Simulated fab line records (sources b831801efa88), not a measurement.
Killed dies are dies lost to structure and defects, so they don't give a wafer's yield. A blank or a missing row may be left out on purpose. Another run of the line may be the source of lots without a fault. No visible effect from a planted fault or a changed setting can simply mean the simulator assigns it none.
A lot that was struck, set against a sound lot -- flow sky130 -- 15 out of 708 route steps
Sound: these wafers, L396.3, L396.4, L396.5. Wafers struck: L391.2, L391.5, L391.6. The cause is named last.
At each step with rows: each side's tool, then ch and its chambers, then its first start. Under that, the readings that differ: sound wafers -- struck wafers -- difference of the means -- sigmas: that difference in standard deviations of wafers without a fault.
alike: readings whose means differ by less than 2 such deviations, and words and numbers that are the same on both sides. not compared: withheld readings, readings that some wafer has no value for, bounds like >300 that may hide the same value, and numbers for which the record gives no deviation and whose values overlap.
Wherever a step has rows on one side only, a row that says differs or no value, or a row with sigmas, the two part there. Numbers that have no deviation but don't overlap get no sigmas and don't part them. A reading that every wafer of one side lacks parts them only if that side has two wafers or more.

SKY_VIA1_CMP_24: polishes, stops on SiO2, t overpolish 15 s, target thk 0 nm.
  sound on cmp-01 ch 2,3, day 39 04:11; struck on cmp-01 ch 0,1,3, day 37 13:26
  alike: motor_current_A, overpolish_run_s, time_to_endpoint_s
SKY_METAL2_SPUTTER_00: material Ti, target thk 15 nm, time 10 s.
  struck on pvd_sputter-03, day 37 13:38; sound on pvd_sputter-03, day 39 04:29
  alike: throttle_valve_pct
SKY_METAL2_SPUTTER_01: material TiN, target thk 20 nm, time 16.7 s.
  struck on pvd_sputter-03, day 37 13:40; sound on pvd_sputter-03, day 39 04:31
  alike: throttle_valve_pct
then, 1 step without rows for these wafers: SKY_METAL2_SPUTTER_02 (material AlCu, target thk 250 nm, time 13.3 s).
SKY_METAL2_SPUTTER_03: material Ti, target thk 5 nm, time 3.3 s.
  struck on pvd_sputter-03, day 37 13:43; sound on pvd_sputter-03, day 39 04:34
  alike: throttle_valve_pct
SKY_METAL2_SPUTTER_04: material TiN, target thk 70 nm, time 58.3 s.
  struck on pvd_sputter-03, day 37 13:44; sound on pvd_sputter-03, day 39 04:35
  alike: throttle_valve_pct
SKY_METAL2_RS_MEAS_05: the measuring method here is four-point-probe.
  struck on film_metro-04, day 37 13:47; sound on film_metro-01, day 39 04:40
  alike: METAL2_ALCU_RS
SKY_METAL2_THK_MEAS_06: measures by xrf.
  struck on film_metro-04, day 37 13:54; sound on film_metro-01, day 39 04:46
  alike: METAL2_ALCU_THK
then, 4 steps without rows for these wafers: SKY_METAL2_DEHYDRATE_07 (time 60 s); SKY_METAL2_HMDS_08 (prime time 60 s); SKY_METAL2_COAT_09 (resist thk 60 nm); SKY_METAL2_COAT_10 (resist thk 450 nm).
SKY_METAL2_SOFTBAKE_11: time 90 s.
  sound on litho_track-04 ch 0, day 39 16:00; struck on litho_track-02 ch 0, day 38 02:00
reading,sound,struck,difference,sigmas
heater_power_total_W (W),57.38 57.43 57.24,58.66 58.71 58.63,+1.32,+12
plate_temp_C (C),99.89 100.01 100.06,101.82 101.74 101.59,+1.73,+12
then, 1 step without rows for these wafers: SKY_METAL2_EXPOSE_12 (exposes mask MM2, target cd 140 nm).
SKY_PAD_OPEN_PROBE_99:
  sound wafers here have rows in the record (prober-02, day 49 16:05); struck ones have none

WHERE THEY PART
Earliest at SKY_METAL2_SOFTBAKE_11; latest, in this record, at SKY_PAD_OPEN_PROBE_99.

WHY: the cause the simulator had injected
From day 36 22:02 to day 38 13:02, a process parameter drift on litho_track-02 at SKY_METAL2_SOFTBAKE_11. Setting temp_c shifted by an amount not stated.
